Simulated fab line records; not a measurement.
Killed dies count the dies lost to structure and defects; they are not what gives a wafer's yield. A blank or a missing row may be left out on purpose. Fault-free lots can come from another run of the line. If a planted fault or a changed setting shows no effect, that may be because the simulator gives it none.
Matching of chambers ; flow gf180mcu ; GF_V2_CVD_02 on pecvd-01: 3 sister chambers
The step deposits SiO2 from TEOS, target thk 850 nm, time 94.851 s. 6 wafers are shown with their chamber, then 8 later ones without.

== WAFERS PAIRED WITH THEIR CHAMBERS ==
wafer;chamber;heater-power-w (W)
L083.1;0;614
L083.2;2;604
L089.1;1;672
L089.2;2;561
L089.3;0;697
L089.4;1;552

== WAFERS WITH NO CHAMBER GIVEN ==
wafer;heater-power-w (W)
L089.5;625
L089.6;582
L094.1;662
L094.2;553
L094.5;692
L096.2;695
L096.3;616
L096.6;638

== EACH ONE'S CHAMBER ==
wafer;from the rows above;in truth
L089.5;can't be placed: 1 or 0 or 2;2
L089.6;can't be placed: 2 or 1 or 0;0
L094.1;can't be placed: 0 or 1 or 2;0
L094.2;can't be placed: 2 or 1 or 0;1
L094.5;can't be placed: 0 or 1 or 2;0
L096.2;can't be placed: 0 or 1 or 2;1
L096.3;can't be placed: 1 or 2 or 0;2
L096.6;can't be placed: 0 or 1 or 2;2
0 of 8 placed correctly. From these rows, 8 cannot be placed; in 8 the true chamber is one of the candidates. Number placed wrongly: 0.
How it was worked out, from the rows above alone: a wafer's distance from a chamber is the root of the sum, over the readings, of the square of ((its reading less the chamber's mean) divided by the reading's scatter). The wafer belongs to the nearest chamber; if the next one is less than 2 further off, it can't be placed. Each chamber's mean is taken over the wafers shown for it. The scatter: the root of (the sum of the squares of (reading less its chamber's mean) over the shown wafers, divided by (wafers less chambers)).
